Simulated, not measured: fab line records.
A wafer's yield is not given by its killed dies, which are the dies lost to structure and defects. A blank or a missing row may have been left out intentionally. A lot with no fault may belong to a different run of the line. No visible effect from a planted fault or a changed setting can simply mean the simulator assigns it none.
Which tool did it? -- flow gf180mcu -- 13 lots with 39 wafers sampled at 4 steps, on a route of 602 steps

== WHAT THE GAUGES READ, wafer by wafer ==
GF_STI_THK_MEAS_30. Usual: STI_OXIDATION_02_THK typically reads 10.06 nm, with standard deviation 0.16.
lot,measured,on,STI_OXIDATION_02_THK (nm),flag
L478,day 2 11:54,film-metro-04,10.08 10.03 10.08,
L480,day 2 23:11,film-metro-04,10.05 9.95 9.95,
L481,day 3 02:53,film-metro-01,9.91 9.97 10.06,
L482,day 3 08:47,film-metro-04,10.32 10.45 10.33,
L483,day 3 15:23,film-metro-01,10.30 10.33 10.43,
L484,day 3 17:38,film-metro-02,9.90 9.67 9.81,
L485,day 3 23:57,film-metro-01,9.92 9.95 9.96,
L486,day 4 05:56,film-metro-04,10.01 10.00 9.99,
L488,day 4 15:34,film-metro-01,10.13 10.07 10.11,
L489,day 4 20:49,film-metro-01,9.91 9.96 9.89,
L491,day 5 07:28,film-metro-02,10.05 10.22 10.22,
L496,day 6 07:37,film-metro-02,11.46 11.42 11.46,OFF
L499,day 6 23:19,film-metro-02,11.56 11.56 11.44,OFF

GF_HV_LDD_OVL_MEAS_32. Usual: HV_LDD_02_OVL typically reads 0.2 nm, with standard deviation 1.4.
lot,measured,on,HV_LDD_02_OVL (nm),flag
L478,day 11 18:16,overlay-01,-0.6 3.2 2.0,
L480,day 12 12:10,overlay-01,0.0 -0.4 -0.6,
L481,day 12 21:01,overlay-01,1.3 0.0 0.5,
L482,day 13 09:28,overlay-01,-0.5 -0.8 -1.4,
L483,day 13 13:28,overlay-01,-2.3 -0.6 -0.6,
L484,day 13 16:43,overlay-02,3.6 1.7 1.9,
L485,day 14 03:55,overlay-02,1.9 0.9 0.1,
L486,day 14 12:40,overlay-02,0.2 -2.7 -0.3,
L488,day 15 02:22,overlay-01,1.9 -0.6 0.1,
L489,day 15 10:32,overlay-02,-0.6 0.8 -0.5,
L491,day 16 01:28,overlay-01,-0.2 2.8 2.4,
L496,day 17 16:25,overlay-01,-2.0 -2.7 0.5,
L499,day 18 15:15,overlay-01,-0.5 -1.4 0.5,

GF_HV_LDD_THK_MEAS_55. Usual: HV_LDD_CVD_54_THK typically reads 10.00 nm, with standard deviation 0.14.
lot,measured,on,HV_LDD_CVD_54_THK (nm),flag
L478,day 12 16:31,film-metro-03,10.12 10.12 10.15,
L480,day 13 11:47,film-metro-04,9.85 9.88 9.91,
L481,day 13 19:44,film-metro-04,9.91 9.86 9.81,
L482,day 14 07:59,film-metro-03,10.03 9.85 9.84,
L483,day 14 12:04,film-metro-04,10.02 10.05 9.90,
L484,day 14 15:58,film-metro-04,10.28 10.32 10.44,
L485,day 15 04:19,film-metro-03,9.77 9.87 9.84,
L486,day 15 12:20,film-metro-03,9.83 9.89 9.96,
L488,day 16 00:47,film-metro-03,9.92 9.85 9.92,
L489,day 16 11:02,film-metro-04,9.91 9.99 10.04,
L491,day 17 01:14,film-metro-03,10.04 10.05 10.09,
L496,day 18 18:29,film-metro-04,10.02 10.07 9.97,
L499,day 19 17:44,film-metro-04,10.22 10.10 10.16,

== TOOL THAT RAN EACH LOT (tool first, then ch and the chambers of the sampled wafers, then the start) ==
lot,GF_STI_OXIDATION_29
L478,"furnace-01 ch 0, day 2 10:30"
L480,"furnace-01 ch 0, day 2 21:47"
L481,"furnace-01 ch 0, day 3 01:29"
L482,"furnace-02 ch 0, day 3 07:22"
L483,"furnace-02 ch 0, day 3 13:59"
L484,"furnace-01 ch 0, day 3 16:14"
L485,"furnace-01 ch 0, day 3 22:34"
L486,"furnace-01 ch 0, day 4 04:31"
L488,"furnace-02 ch 0, day 4 14:10"
L489,"furnace-02 ch 0, day 4 19:23"
L491,"furnace-01 ch 0, day 5 06:03"
L496,"furnace-01 ch 0, day 6 06:11"
L499,"furnace-01 ch 0, day 6 21:55"
- GF_STI_OXIDATION_29: stabilise 600 s, purge 300 s, target thk 10 nm.

== AS READ BY THE TOOLS THEMSELVES (means over the sampled wafers that have a number; for cases with no such wafer, the mark the record gives instead) ==
GF_STI_OXIDATION_29. Usual: 21.8 % for zone-power-centre-pct, sd 0.87.
lot,tool,zone-power-centre-pct (%),flag
L478,furnace-01,22.5,
L480,furnace-01,22.4,
L481,furnace-01,22.3,
L482,furnace-02,20.4,
L483,furnace-02,20.6,
L484,furnace-01,22.3,
L485,furnace-01,22.6,
L486,furnace-01,22.4,
L488,furnace-02,20.5,
L489,furnace-02,20.5,
L491,furnace-01,22.4,
L496,furnace-01,22.4,
L499,furnace-01,22.3,

== THE ANSWER, worked out from the rows above alone ==
Rule: take the mean of a lot's wafers that have a number; if it is more than 3 standard deviations from the usual mean, the lot is off. A lot without any number at a reading at which 4 lots or more have one is off too. Where the step has rows for the other lots, those lots are counted as sound. Order of review: gauges by route order, followed by the tools' own readings, for which a lot's mean as printed above is used. At the first step where some lot is off, the reading lying furthest off is the one used; lots without a number count as furthest.
Off: L496, L499, seen at GF_STI_THK_MEAS_30 (STI_OXIDATION_02_THK).
A tool fits if, at a process step before that reading, it ran every lot that is off, and no sound lot after the first of them. The gauges at GF_STI_THK_MEAS_30 are tried like those tools. Can't be told from this: 2 tools fit, furnace-01 at GF_STI_OXIDATION_29, film-metro-02 at GF_STI_THK_MEAS_30.

== WHAT WAS PUT IN BY THE SIMULATOR ==
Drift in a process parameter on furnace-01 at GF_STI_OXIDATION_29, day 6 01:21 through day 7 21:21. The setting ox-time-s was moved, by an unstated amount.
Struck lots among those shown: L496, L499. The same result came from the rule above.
